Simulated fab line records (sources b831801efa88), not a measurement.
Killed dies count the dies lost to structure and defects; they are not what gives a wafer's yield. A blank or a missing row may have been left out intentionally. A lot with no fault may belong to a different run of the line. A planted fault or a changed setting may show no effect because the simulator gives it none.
fab line records | flow sky130 | part 1 of 2: steps 1 to 26 of 35
record lots=5 | wafers=15 | last-day=50
route steps=708 shown VIA2@522 METAL3@532 CAPM@537
lots with no fault: from the same line, run without faults
start-h: hours from the record's opening day to when the first of the lot's shown wafers began | wait-h: hours since the lot's step before | " same as the row above | L1.1+2: a single row standing in for several wafers | - either no value or no given start | * or withheld: withheld | < > ~ a bound
route shown NAME@n: NAME is a module with steps in the file, n the number in the route of the first one | usual: average and standard deviation across the fault-free wafers | same: alike in all rows | chamber/n: place in a boat | sites: per-site readings | _std_site: the standard deviation of these | _edge_site: mean of outer sites minus mean of inner sites | radius-mm: for every site, how far away it sits from the centre of the wafer | mask NAME#n: copy n | behind: the last tool/chamber to shape the wafer | hold: the reason the lot was held/the length of the hold in hours/how it ended | device: whichever transistor did not switch (one of n, p or np) | end of line: the same wafers' tests at the end of the route | a step with no rows: only its recipe | killed: at the first sort, the dies lost to defects and structure; wafer yield is something else | map: the dies of a wafer, with x for killed, . for not killed, _ for no die there
set.NAME: the setting the step ran with; set.NAME@STEP: the setting that earlier step ran with | model.NAME: the simulator's own value behind a step, which no gauge read
a table for each step, a row for each wafer; lots at some steps of the route
services: when a tool's chamber went out of use (start-h, in hours from the record's first day, below 0 if earlier), for how many hours, and the reason
## steps
# step SKY_VIA2_ETCH_15
# recipe target=SiO2 | chemistry=C4F8/O2/Ar | target-depth-nm=546 | stop-on=TiN | mask-material=KrF-thick | source-w=1500 | bias-w=1200 | pressure-mtorr=40 | c4f8-flow-sccm=withheld | O2_flow_sccm=6 | Ar_flow_sccm=300 | time-s=84
# usual oes-product-au=0.940/0.0049
lot.wafer | tool        | chamber | start-h | wait-h | oes-product-au | rf-hours-counter-h
L074.2    | rie-diel-03 | 2       | 853.64  | 0.0    | 0.932          | 2
L074.3    | "           | 1       | "       | "      | 0.944          | 21
L074.4    | "           | 0       | "       | "      | 0.940          | 8
L077.3    | rie-diel-02 | 0       | 866.42  | 0.0    | 0.938          | 13
L077.4    | "           | 0       | "       | "      | 0.933          | -
L077.6    | "           | 3       | "       | "      | 0.943          | -
L091.2    | rie-diel-02 | 0       | 983.84  | 0.0    | 0.941          | 16
L091.4    | "           | 3       | "       | "      | 0.945          | 9
L091.5    | "           | 1       | "       | "      | 0.938          | -
L094.1    | rie-diel-02 | 1       | 993.44  | 0.0    | 0.942          | 8
L094.2    | "           | 0       | "       | "      | 0.941          | 16
L094.3    | "           | 3       | "       | "      | 0.948          | 9
L096.2    | rie-diel-04 | 0       | 1007.94 | 0.0    | 0.939          | 12
L096.3    | "           | 1       | "       | "      | 0.933          | 8
L096.5    | "           | 0       | "       | "      | 0.943          | -
# step SKY_VIA2_STRIP_16
# recipe chemistry=O2/N2 | power-w=1400 | pressure-mtorr=1500 | platen-temp-c=withheld | o2-flow-sccm=3000 | n2-flow-sccm=300 | overash-fraction=0.5
# usual drypump-motor-current-A=5.57/0.18 | n2-flow-sccm=300.0/0.83 | o2-flow-sccm=3000/8.8 | oes-product-au=0.399/0.0049 | strip-time-to-endpoint-s=4.04/0.036
lot.wafer | tool            | chamber | start-h | wait-h | drypump-motor-current-A | n2-flow-sccm | o2-flow-sccm | oes-product-au | rf-hours-counter-h | strip-time-to-endpoint-s
L074.2    | plasma-asher-03 | 0       | 853.71  | 0.0    | 5.97                    | 301.2        | 2996         | 0.387          | 43                 | 4.01
L074.3    | "               | 0       | "       | "      | 6.00                    | 301.5        | 2991         | 0.398          | -                  | 4.10
L074.4    | "               | 1       | "       | "      | 5.93                    | 300.6        | 2988         | 0.398          | -                  | 4.01
L077.3    | plasma-asher-02 | 1       | 866.52  | 0.1    | 5.48                    | 299.4        | 3007         | 0.406          | -                  | 4.08
L077.4    | "               | 0       | "       | "      | 5.61                    | 298.4        | 3000         | 0.407          | -                  | 4.06
L077.6    | "               | 1       | "       | "      | 5.49                    | 300.8        | 3008         | 0.402          | -                  | 4.05
L091.2    | plasma-asher-01 | 0       | 983.91  | 0.0    | 5.45                    | 301.3        | 3015         | 0.401          | 87                 | 4.02
L091.4    | "               | 0       | "       | "      | 5.43                    | 300.8        | 3000         | 0.396          | -                  | 4.06
L091.5    | "               | 1       | "       | "      | 5.47                    | 300.7        | 2999         | 0.405          | -                  | 4.01
L094.1    | plasma-asher-02 | 1       | 993.51  | 0.0    | 5.48                    | 299.4        | 3010         | 0.392          | 25                 | 4.03
L094.2    | "               | 0       | "       | "      | 5.65                    | 300.0        | 2993         | 0.402          | 25                 | 4.04
L094.3    | "               | 1       | "       | "      | 5.47                    | 300.7        | 3014         | 0.393          | -                  | 4.07
L096.2    | plasma-asher-01 | 0       | 1008.01 | 0.0    | 5.46                    | 300.6        | 3008         | 0.399          | 90                 | 4.07
L096.3    | "               | 0       | "       | "      | 5.45                    | 298.7        | 3006         | 0.396          | -                  | 4.05
L096.5    | "               | 0       | "       | "      | 5.44                    | 299.4        | 3017         | 0.398          | -                  | 4.08
# step SKY_VIA2_STRIP_17
# recipe chemistry=post-etch-residue-remover | time-s=1200 | temp-c=72.5
lot.wafer  | tool         | chamber | start-h | wait-h
L074.2+3+4 | wet-bench-01 | 2       | 853.81  | 0.1
L077.3+4+6 | wet-bench-02 | 3       | 866.59  | 0.0
L091.2+4+5 | wet-bench-03 | 0       | 984.01  | 0.1
L094.1+2+3 | wet-bench-01 | 3       | 993.61  | 0.1
L096.2+3+5 | wet-bench-02 | 1       | 1008.11 | 0.1
# step SKY_VIA2_CLEAN_18
# recipe chemistry=IPA | time-s=180 | temp-c=25
lot.wafer  | tool         | chamber | start-h | wait-h
L074.2+3+4 | wet-bench-01 | 3       | 854.18  | 0.0
L077.3+4+6 | wet-bench-01 | 1       | 866.93  | 0.0
L091.2+4+5 | wet-bench-02 | 1       | 984.35  | 0.0
L094.1+2+3 | wet-bench-03 | 0       | 994.29  | 0.0
L096.2+3+5 | wet-bench-01 | 0       | 1008.45 | 0.0
# step SKY_VIA2_CLEAN_19
# recipe chemistry=O3/DIW | dry=n2-spin
lot.wafer  | tool         | chamber | start-h | wait-h
L074.2+3+4 | wet-bench-01 | 2       | 854.24  | 0.0
L077.3+4+6 | wet-bench-03 | 2       | 866.99  | 0.0
L091.2+4+5 | wet-bench-03 | 1       | 984.41  | 0.0
L094.1+2+3 | wet-bench-01 | 1       | 994.35  | 0.0
L096.2+3+5 | wet-bench-03 | 0       | 1008.57 | 0.0
# step SKY_VIA2_SPUTTER_20
# recipe material=TiN | target-thk-nm=20 | chamber-pressure-pa=5 | power-w=4000 | time-s=80
# usual throttle-valve-pct=29.7/0.95
lot.wafer | tool           | chamber | start-h | wait-h | throttle-valve-pct
L074.2    | pvd-sputter-02 | -       | 854.34  | 0.0    | 29.0
L074.3    | "              | -       | "       | "      | 29.3
L074.4    | "              | -       | "       | "      | 32.2
L077.3    | pvd-sputter-03 | -       | 867.08  | 0.0    | 31.3
L077.4    | "              | -       | "       | "      | 29.2
L077.6    | "              | -       | "       | "      | 30.3
L091.2    | pvd-sputter-03 | -       | 984.50  | 0.0    | 30.9
L091.4    | "              | -       | "       | "      | 29.1
L091.5    | "              | -       | "       | "      | 31.1
L094.1    | pvd-sputter-03 | -       | 994.54  | 0.0    | 30.5
L094.2    | "              | -       | "       | "      | 31.3
L094.3    | "              | -       | "       | "      | 29.8
L096.2    | pvd-sputter-03 | -       | 1008.66 | 0.0    | 29.7
L096.3    | "              | -       | "       | "      | 31.1
L096.5    | "              | -       | "       | "      | 30.8
# step SKY_VIA2_CVD_21
# recipe material=W | target-thk-nm=420 | time-s=126.4 | temp-c=403.3 | pressure-torr=40
# usual heater-power-w=859/38
lot.wafer | tool     | chamber | start-h | wait-h | heater-power-w
L074.2    | cvd-w-02 | 0       | 854.40  | 0.0    | 917
L074.3    | "        | 0       | "       | "      | 930
L074.4    | "        | 1       | "       | "      | 891
L077.3    | cvd-w-02 | 0       | 867.18  | 0.1    | 915
L077.4    | "        | 1       | "       | "      | 900
L077.6    | "        | 0       | "       | "      | 910
L091.2    | cvd-w-02 | 0       | 984.56  | 0.0    | 858
L091.4    | "        | 0       | "       | "      | 850
L091.5    | "        | 1       | "       | "      | 784
L094.1    | cvd-w-02 | 1       | 994.60  | 0.0    | 802
L094.2    | "        | 0       | "       | "      | 860
L094.3    | "        | 1       | "       | "      | 772
L096.2    | cvd-w-02 | 0       | 1008.72 | 0.0    | 857
L096.3    | "        | 0       | "       | "      | 858
L096.5    | "        | 1       | "       | "      | 783
# step SKY_VIA2_RS_MEAS_22
# recipe thk-meas-gauge=four-point-probe | reads=W_of_VIA2_CVD_21+TiN_of_VIA2_SPUTTER_20
# usual VIA2_W_RS=0.2562/0.0022
lot.wafer | tool          | chamber | start-h | wait-h | VIA2_W_RS[ohm/sq]
L074.2    | film-metro-02 | -       | 854.55  | 0.1    | 0.2579
L074.3    | "             | -       | "       | "      | 0.2569
L074.4    | "             | -       | "       | "      | 0.2572
L077.3    | film-metro-01 | -       | 867.31  | 0.1    | 0.2553
L077.4    | "             | -       | "       | "      | 0.2601
L077.6    | "             | -       | "       | "      | 0.2572
L091.2    | film-metro-01 | -       | 984.71  | 0.1    | 0.2538
L091.4    | "             | -       | "       | "      | 0.2560
L091.5    | "             | -       | "       | "      | 0.2545
L094.1    | film-metro-02 | -       | 994.73  | 0.1    | 0.2551
L094.2    | "             | -       | "       | "      | 0.2543
L094.3    | "             | -       | "       | "      | 0.2565
L096.2    | film-metro-01 | -       | 1008.87 | 0.1    | 0.2563
L096.3    | "             | -       | "       | "      | 0.2572
L096.5    | "             | -       | "       | "      | 0.2601
# step SKY_VIA2_THK_MEAS_23
# recipe thk-meas-gauge=xrf | reads=W_of_VIA2_CVD_21
# usual VIA2_W_THK=446/4.8
lot.wafer | tool          | chamber | start-h | wait-h | VIA2_W_THK[nm]
L074.2    | film-metro-02 | -       | 854.66  | 0.1    | 448
L074.3    | "             | -       | "       | "      | 447
L074.4    | "             | -       | "       | "      | 449
L077.3    | film-metro-01 | -       | 867.41  | 0.1    | 448
L077.4    | "             | -       | "       | "      | 439
L077.6    | "             | -       | "       | "      | 441
L091.2    | film-metro-01 | -       | 984.82  | 0.1    | 453
L091.4    | "             | -       | "       | "      | 447
L091.5    | "             | -       | "       | "      | 450
L094.1    | film-metro-02 | -       | 994.85  | 0.1    | 447
L094.2    | "             | -       | "       | "      | 446
L094.3    | "             | -       | "       | "      | 445
L096.2    | film-metro-01 | -       | 1008.98 | 0.1    | 444
L096.3    | "             | -       | "       | "      | 445
L096.5    | "             | -       | "       | "      | 438
# step SKY_VIA2_CMP_24
# recipe stop-on=SiO2 | t-overpolish-s=20 | down-force-psi=3.5 | platen-rpm=60 | target-thk-nm=0 | pad-velocity-m-s=0.94248
# usual motor-current-A=11.7/0.77 | overpolish-run-s=20.000/0.0086 | time-to-endpoint-s=109/3.8
# same t-overpolish-s=20
lot.wafer | tool   | chamber | start-h | wait-h | motor-current-A | overpolish-run-s | time-to-endpoint-s
L074.3    | cmp-01 | 1       | 854.76  | 0.1    | 11.7            | 19.993           | 117
L074.4    | "      | 2       | "       | "      | 10.9            | 19.990           | 107
L074.2    | "      | 3       | "       | "      | 13.6            | 20.008           | 109
L077.4    | cmp-01 | 2       | 867.55  | 0.1    | 11.1            | 20.002           | 102
L077.3    | "      | 3       | "       | "      | 12.9            | 19.986           | 113
L077.6    | "      | 0       | "       | "      | 11.6            | 20.006           | 108
L091.4    | cmp-02 | 3       | 984.92  | 0.1    | 10.8            | 20.005           | 106
L091.2    | "      | 1       | "       | "      | 12.4            | 20.022           | 104
L091.5    | "      | 2       | "       | "      | 12.3            | 20.003           | 107
L094.3    | cmp-01 | 3       | 994.96  | 0.1    | 12.7            | 19.995           | 108
L094.1    | "      | 0       | "       | "      | 11.8            | 19.987           | 112
L094.2    | "      | 1       | "       | "      | 11.6            | 20.001           | 116
L096.2    | cmp-02 | 0       | 1009.13 | 0.1    | 10.9            | 19.994           | 114
L096.3    | "      | 1       | "       | "      | 12.7            | 19.986           | 108
L096.5    | "      | 3       | "       | "      | 11.3            | 19.989           | 111
# step SKY_METAL3_SPUTTER_00
# recipe material=Ti | target-thk-nm=15 | power-w=3000 | time-s=10 | chamber-pressure-pa=0.4
# usual throttle-valve-pct=29.5/1.1
lot.wafer | tool           | chamber | start-h | wait-h | throttle-valve-pct
L074.2    | pvd-sputter-01 | -       | 855.01  | 0.1    | 29.5
L074.3    | "              | -       | "       | "      | 29.7
L074.4    | "              | -       | "       | "      | 28.2
L077.3    | pvd-sputter-01 | -       | 867.75  | 0.1    | 28.5
L077.4    | "              | -       | "       | "      | 30.1
L077.6    | "              | -       | "       | "      | 27.7
L091.2    | pvd-sputter-03 | -       | 985.17  | 0.1    | 29.4
L091.4    | "              | -       | "       | "      | 29.3
L091.5    | "              | -       | "       | "      | 31.2
L094.1    | pvd-sputter-01 | -       | 995.21  | 0.1    | 29.6
L094.2    | "              | -       | "       | "      | 29.8
L094.3    | "              | -       | "       | "      | 28.1
L096.2    | pvd-sputter-03 | -       | 1009.33 | 0.1    | 31.3
L096.3    | "              | -       | "       | "      | 29.2
L096.5    | "              | -       | "       | "      | 29.1
# step SKY_METAL3_SPUTTER_01
# recipe material=TiN | target-thk-nm=20 | power-w=6500 | time-s=16.7 | chamber-pressure-pa=0.4
# usual throttle-valve-pct=29.5/1.1
lot.wafer | tool           | chamber | start-h | wait-h | throttle-valve-pct
L074.2    | pvd-sputter-01 | -       | 855.04  | 0.0    | 29.4
L074.3    | "              | -       | "       | "      | 29.7
L074.4    | "              | -       | "       | "      | 28.1
L077.3    | pvd-sputter-01 | -       | 867.77  | 0.0    | 28.6
L077.4    | "              | -       | "       | "      | 29.8
L077.6    | "              | -       | "       | "      | 28.1
L091.2    | pvd-sputter-03 | -       | 985.19  | 0.0    | 29.8
L091.4    | "              | -       | "       | "      | 29.4
L091.5    | "              | -       | "       | "      | 31.3
L094.1    | pvd-sputter-01 | -       | 995.23  | 0.0    | 29.3
L094.2    | "              | -       | "       | "      | 29.5
L094.3    | "              | -       | "       | "      | 28.3
L096.2    | pvd-sputter-03 | -       | 1009.35 | 0.0    | 31.2
L096.3    | "              | -       | "       | "      | 28.8
L096.5    | "              | -       | "       | "      | 29.1
# step SKY_METAL3_SPUTTER_02
# recipe material=AlCu | target-thk-nm=735 | power-w=10600 | time-s=39.1 | chamber-pressure-pa=0.4
# usual throttle-valve-pct=29.5/1.1
lot.wafer | tool           | chamber | start-h | wait-h | throttle-valve-pct
L074.2    | pvd-sputter-01 | -       | 855.06  | 0.0    | 29.4
L074.3    | "              | -       | "       | "      | 29.6
L074.4    | "              | -       | "       | "      | 27.8
L077.3    | pvd-sputter-01 | -       | 867.80  | 0.0    | 28.7
L077.4    | "              | -       | "       | "      | 29.6
L077.6    | "              | -       | "       | "      | 27.9
L091.2    | pvd-sputter-03 | -       | 985.22  | 0.0    | 29.7
L091.4    | "              | -       | "       | "      | 29.6
L091.5    | "              | -       | "       | "      | 31.0
L094.1    | pvd-sputter-01 | -       | 995.26  | 0.0    | 29.5
L094.2    | "              | -       | "       | "      | 29.7
L094.3    | "              | -       | "       | "      | 28.1
L096.2    | pvd-sputter-03 | -       | 1009.38 | 0.0    | 31.5
L096.3    | "              | -       | "       | "      | 29.6
L096.5    | "              | -       | "       | "      | 29.4
# step SKY_METAL3_SPUTTER_03
# recipe material=Ti | target-thk-nm=5 | power-w=3000 | time-s=3.3 | chamber-pressure-pa=0.4
# usual throttle-valve-pct=29.5/1.1
lot.wafer | tool           | chamber | start-h | wait-h | throttle-valve-pct
L074.2    | pvd-sputter-01 | -       | 855.10  | 0.0    | 29.6
L074.3    | "              | -       | "       | "      | 29.7
L074.4    | "              | -       | "       | "      | 27.8
L077.3    | pvd-sputter-01 | -       | 867.84  | 0.0    | 28.8
L077.4    | "              | -       | "       | "      | 29.6
L077.6    | "              | -       | "       | "      | 28.1
L091.2    | pvd-sputter-03 | -       | 985.26  | 0.0    | 29.9
L091.4    | "              | -       | "       | "      | 29.3
L091.5    | "              | -       | "       | "      | 30.9
L094.1    | pvd-sputter-01 | -       | 995.30  | 0.0    | 29.7
L094.2    | "              | -       | "       | "      | 29.7
L094.3    | "              | -       | "       | "      | 28.1
L096.2    | pvd-sputter-03 | -       | 1009.42 | 0.0    | 31.0
L096.3    | "              | -       | "       | "      | 29.2
L096.5    | "              | -       | "       | "      | 29.3
# step SKY_METAL3_SPUTTER_04
# recipe material=TiN | target-thk-nm=70 | power-w=6500 | time-s=58.3 | chamber-pressure-pa=0.4
# usual throttle-valve-pct=29.5/1.1
lot.wafer | tool           | chamber | start-h | wait-h | throttle-valve-pct
L074.2    | pvd-sputter-01 | -       | 855.12  | 0.0    | 29.7
L074.3    | "              | -       | "       | "      | 29.6
L074.4    | "              | -       | "       | "      | 27.9
L077.3    | pvd-sputter-01 | -       | 867.86  | 0.0    | 28.4
L077.4    | "              | -       | "       | "      | 29.6
L077.6    | "              | -       | "       | "      | 27.9
L091.2    | pvd-sputter-03 | -       | 985.28  | 0.0    | 29.7
L091.4    | "              | -       | "       | "      | 29.2
L091.5    | "              | -       | "       | "      | 31.1
L094.1    | pvd-sputter-01 | -       | 995.31  | 0.0    | 29.4
L094.2    | "              | -       | "       | "      | 29.6
L094.3    | "              | -       | "       | "      | 28.1
L096.2    | pvd-sputter-03 | -       | 1009.43 | 0.0    | 31.0
L096.3    | "              | -       | "       | "      | 29.2
L096.5    | "              | -       | "       | "      | 29.1
# step SKY_CAPM_CVD_00
# recipe material=SiO2 | target-thk-nm=15.5 | temp-c=400 | time-s=withheld | rf-w=450
# usual heater-power-w=774/99
lot.wafer | tool     | chamber | start-h | wait-h | heater-power-w
L074.2    | pecvd-01 | 1       | 855.17  | 0.0    | 687
L074.3    | "        | 0       | "       | "      | 831
L074.4    | "        | 0       | "       | "      | 844
L077.3    | pecvd-01 | 1       | 867.91  | 0.0    | 648
L077.4    | "        | 2       | "       | "      | 649
L077.6    | "        | 0       | "       | "      | 946
L091.2    | pecvd-02 | 2       | 985.32  | 0.0    | 650
L091.4    | "        | 1       | "       | "      | 712
L091.5    | "        | 0       | "       | "      | 768
L094.1    | pecvd-03 | 2       | 995.36  | 0.0    | 784
L094.2    | "        | 1       | "       | "      | 782
L094.3    | "        | 0       | "       | "      | 842
L096.2    | pecvd-03 | 2       | 1009.48 | 0.0    | 766
L096.3    | "        | 0       | "       | "      | 767
L096.5    | "        | 2       | "       | "      | 780
# step SKY_CAPM_THK_MEAS_01
# recipe reads=SiO2_of_CAPM_CVD_00
# usual CAPM_CVD_00_THK=15.53/0.24
lot.wafer | tool          | chamber | start-h | wait-h | CAPM_CVD_00_THK[nm]
L074.2    | film-metro-04 | -       | 855.20  | -      | 15.36
L074.3    | "             | -       | "       | "      | 15.75
L074.4    | "             | -       | "       | "      | 15.84
L077.3    | film-metro-01 | -       | 868.02  | -      | 15.36
L077.4    | "             | -       | "       | "      | 15.90
L077.6    | "             | -       | "       | "      | 15.92
L091.2    | film-metro-04 | -       | 985.36  | -      | 15.27
L091.4    | "             | -       | "       | "      | 15.63
L091.5    | "             | -       | "       | "      | 15.64
L094.1    | film-metro-04 | -       | 995.38  | -      | 15.37
L094.2    | "             | -       | "       | "      | 15.51
L094.3    | "             | -       | "       | "      | 15.35
L096.2    | film-metro-03 | -       | 1009.53 | -      | 15.43
L096.3    | "             | -       | "       | "      | 15.60
L096.5    | "             | -       | "       | "      | 15.50
# step SKY_CAPM_SPUTTER_02
# recipe material=TiN | target-thk-nm=200 | temp-c=300 | power-w=6500 | time-s=166.7 | chamber-pressure-pa=0.4
# usual throttle-valve-pct=29.8/1.3
lot.wafer | tool           | chamber | start-h | wait-h | throttle-valve-pct
L074.2    | pvd-sputter-02 | -       | 855.25  | 0.0    | 29.4
L074.3    | "              | -       | "       | "      | 28.7
L074.4    | "              | -       | "       | "      | 29.3
L077.3    | pvd-sputter-02 | -       | 868.06  | 0.0    | 28.9
L077.4    | "              | -       | "       | "      | 29.3
L077.6    | "              | -       | "       | "      | 29.2
L091.2    | pvd-sputter-04 | -       | 985.41  | 0.0    | 27.5
L091.4    | "              | -       | "       | "      | 29.7
L091.5    | "              | -       | "       | "      | 27.4
L094.1    | pvd-sputter-04 | -       | 995.44  | 0.1    | 28.9
L094.2    | "              | -       | "       | "      | 29.5
L094.3    | "              | -       | "       | "      | 31.3
L096.2    | pvd-sputter-02 | -       | 1009.58 | 0.0    | 32.3
L096.3    | "              | -       | "       | "      | 29.2
L096.5    | "              | -       | "       | "      | 32.0
# step SKY_CAPM_RS_MEAS_03
# recipe thk-meas-gauge=four-point-probe | reads=TiN_of_CAPM_SPUTTER_02
# usual CAPM_TIN_RS=6.91/0.082
lot.wafer | tool          | chamber | start-h | wait-h | CAPM_TIN_RS[ohm/sq]
L074.2    | film-metro-04 | -       | 855.38  | 0.1    | 6.76
L074.3    | "             | -       | "       | "      | 6.84
L074.4    | "             | -       | "       | "      | 6.94
L077.3    | film-metro-04 | -       | 868.21  | 0.1    | 6.88
L077.4    | "             | -       | "       | "      | 6.84
L077.6    | "             | -       | "       | "      | 6.77
L091.2    | film-metro-03 | -       | 985.54  | 0.1    | 6.97
L091.4    | "             | -       | "       | "      | 6.93
L091.5    | "             | -       | "       | "      | 6.95
L094.1    | film-metro-03 | -       | 995.55  | 0.1    | 6.88
L094.2    | "             | -       | "       | "      | 6.78
L094.3    | "             | -       | "       | "      | 6.84
L096.2    | film-metro-01 | -       | 1009.70 | 0.1    | 6.90
L096.3    | "             | -       | "       | "      | 6.91
L096.5    | "             | -       | "       | "      | 6.90
# step SKY_CAPM_THK_MEAS_04
# recipe thk-meas-gauge=xrf | reads=TiN_of_CAPM_SPUTTER_02
# usual CAPM_TIN_THK=201.1/2.7
lot.wafer | tool          | chamber | start-h | wait-h | CAPM_TIN_THK[nm]
L074.2    | film-metro-04 | -       | 855.49  | 0.1    | 204.2
L074.3    | "             | -       | "       | "      | 203.1
L074.4    | "             | -       | "       | "      | 199.5
L077.3    | film-metro-04 | -       | 868.31  | 0.1    | 200.1
L077.4    | "             | -       | "       | "      | 202.8
L077.6    | "             | -       | "       | "      | 204.6
L091.2    | film-metro-03 | -       | 985.65  | 0.1    | 200.2
L091.4    | "             | -       | "       | "      | 200.9
L091.5    | "             | -       | "       | "      | 200.4
L094.1    | film-metro-03 | -       | 995.67  | 0.1    | 201.7
L094.2    | "             | -       | "       | "      | 205.4
L094.3    | "             | -       | "       | "      | 203.4
L096.2    | film-metro-01 | -       | 1009.81 | 0.1    | 201.0
L096.3    | "             | -       | "       | "      | 201.0
L096.5    | "             | -       | "       | "      | 202.7
# step SKY_CAPM_DEHYDRATE_05
# recipe temp-c=200 | time-s=60
# usual exhaust-pa=44.9/0.97 | heater-power-total-W=160.37/0.12
lot.wafer | tool           | chamber | start-h | wait-h | exhaust-pa | heater-power-total-W
L074.2    | litho-track-01 | 0       | 867.52  | 12.0   | 44.4       | 160.48
L074.3    | "              | 0       | "       | "      | 44.2       | 160.25
L074.4    | "              | 0       | "       | "      | 45.2       | 160.58
L077.3    | litho-track-01 | 0       | 880.75  | 12.4   | 45.4       | 160.55
L077.4    | "              | 0       | "       | "      | 46.0       | 160.54
L077.6    | "              | 0       | "       | "      | 45.5       | 160.37
L091.2    | litho-track-01 | 0       | 996.82  | 11.2   | 45.5       | 160.44
L091.4    | "              | 0       | "       | "      | 44.7       | 160.35
L091.5    | "              | 0       | "       | "      | 45.2       | 160.20
L094.1    | litho-track-01 | 0       | 1006.20 | 10.5   | 43.2       | 160.43
L094.2    | "              | 0       | "       | "      | 44.2       | 160.20
L094.3    | "              | 0       | "       | "      | 43.1       | 160.43
L096.2    | litho-track-02 | 0       | 1020.77 | 10.9   | 44.8       | 160.31
L096.3    | "              | 0       | "       | "      | 46.8       | 160.31
L096.5    | "              | 0       | "       | "      | 45.2       | 160.43
# step SKY_CAPM_HMDS_06
# recipe prime-time-s=60 | prime-temp-c=120
# usual exhaust-pa=44.9/1
# same prime-time-s=60
lot.wafer | tool           | chamber | start-h | wait-h | exhaust-pa
L074.2    | litho-track-01 | 0       | 867.67  | 0.1    | 44.5
L074.3    | "              | 0       | "       | "      | 43.7
L074.4    | "              | 0       | "       | "      | 43.3
L077.3    | litho-track-01 | 0       | 880.90  | 0.1    | 46.1
L077.4    | "              | 0       | "       | "      | 45.1
L077.6    | "              | 0       | "       | "      | 44.9
L091.2    | litho-track-01 | 0       | 996.97  | 0.1    | 43.8
L091.4    | "              | 0       | "       | "      | 44.5
L091.5    | "              | 0       | "       | "      | 43.5
L094.1    | litho-track-01 | 0       | 1006.35 | 0.1    | 44.8
L094.2    | "              | 0       | "       | "      | 43.6
L094.3    | "              | 0       | "       | "      | 44.6
L096.2    | litho-track-02 | 0       | 1020.92 | 0.1    | 44.5
L096.3    | "              | 0       | "       | "      | 46.3
L096.5    | "              | 0       | "       | "      | 44.9
# step SKY_CAPM_COAT_07
# recipe resist=NOVOLAK | spin-rpm=3000 | resist-thk-nm=1140
# usual exhaust-pa=45.1/0.86
lot.wafer | tool           | chamber | start-h | wait-h | exhaust-pa
L074.2    | litho-track-01 | 0       | 867.82  | 0.1    | 44.9
L074.3    | "              | 0       | "       | "      | 45.4
L074.4    | "              | 0       | "       | "      | 45.0
L077.3    | litho-track-01 | 0       | 881.05  | 0.1    | 43.6
L077.4    | "              | 0       | "       | "      | 45.4
L077.6    | "              | 0       | "       | "      | 45.6
L091.2    | litho-track-01 | 0       | 997.12  | 0.1    | 46.6
L091.4    | "              | 0       | "       | "      | 46.9
L091.5    | "              | 0       | "       | "      | 45.5
L094.1    | litho-track-01 | 0       | 1006.50 | 0.1    | 43.9
L094.2    | "              | 0       | "       | "      | 46.6
L094.3    | "              | 0       | "       | "      | 45.1
L096.2    | litho-track-02 | 0       | 1021.07 | 0.1    | 45.4
L096.3    | "              | 0       | "       | "      | 45.6
L096.5    | "              | 0       | "       | "      | 44.3
# step SKY_CAPM_SOFTBAKE_08
# recipe temp-c=90 | time-s=60 | resist=NOVOLAK
# usual exhaust-pa=45.1/0.94 | heater-power-total-W=56.59/0.046
lot.wafer | tool           | chamber | start-h | wait-h | exhaust-pa | heater-power-total-W
L074.2    | litho-track-01 | 0       | 867.97  | 0.1    | 45.3       | 56.59
L074.3    | "              | 0       | "       | "      | 45.8       | 56.59
L074.4    | "              | 0       | "       | "      | 44.6       | 56.63
L077.3    | litho-track-01 | 0       | 881.20  | 0.1    | 44.1       | 56.67
L077.4    | "              | 0       | "       | "      | 43.4       | 56.64
L077.6    | "              | 0       | "       | "      | 44.6       | 56.54
L091.2    | litho-track-01 | 0       | 997.27  | 0.1    | 44.7       | 56.67
L091.4    | "              | 0       | "       | "      | 43.0       | 56.52
L091.5    | "              | 0       | "       | "      | 44.7       | 56.59
L094.1    | litho-track-01 | 0       | 1006.65 | 0.1    | 45.5       | 56.50
L094.2    | "              | 0       | "       | "      | 45.6       | 56.65
L094.3    | "              | 0       | "       | "      | 43.1       | 56.65
L096.2    | litho-track-02 | 0       | 1021.22 | 0.1    | 47.3       | 56.54
L096.3    | "              | 0       | "       | "      | 45.6       | 56.51
L096.5    | "              | 0       | "       | "      | 45.7       | 56.63
# step SKY_CAPM_EXPOSE_09
# recipe mask-id=CAPM | na=0.6 | source-shape=conventional | sigma-outer=0.6 | polarization=unpolarized | target-cd-nm=1000 | dose-mj=159
lot.wafer  | tool             | chamber | start-h | wait-h | mask
L074.2+3+4 | iline-stepper-01 | 0       | -       | -      | CAPM#0
L077.3+4+6 | iline-stepper-02 | 0       | -       | -      | CAPM#0
L091.2+4+5 | iline-stepper-01 | 0       | -       | -      | CAPM#0
L094.1+2+3 | iline-stepper-02 | 0       | -       | -      | CAPM#0
L096.2+3+5 | iline-stepper-02 | 0       | -       | -      | CAPM#0
# step SKY_CAPM_PEB_10
# recipe temp-c=withheld | time-s=* | resist=NOVOLAK
# usual exhaust-pa=44.8/0.79
lot.wafer | tool           | chamber | start-h | wait-h | exhaust-pa
L074.2    | litho-track-02 | 0       | -       | -      | 46.0
L074.3    | "              | 0       | "       | "      | 45.4
L074.4    | "              | 0       | "       | "      | 44.5
L077.3    | litho-track-02 | 0       | -       | -      | 43.0
L077.4    | "              | 0       | "       | "      | 43.5
L077.6    | "              | 0       | "       | "      | 43.5
L091.2    | litho-track-04 | 0       | -       | -      | 44.1
L091.4    | "              | 0       | "       | "      | 43.5
L091.5    | "              | 0       | "       | "      | 43.5
L094.1    | litho-track-02 | 0       | -       | -      | 45.1
L094.2    | "              | 0       | "       | "      | 45.6
L094.3    | "              | 0       | "       | "      | 44.6
L096.2    | litho-track-04 | 0       | -       | -      | 45.7
L096.3    | "              | 0       | "       | "      | 44.8
L096.5    | "              | 0       | "       | "      | 44.0
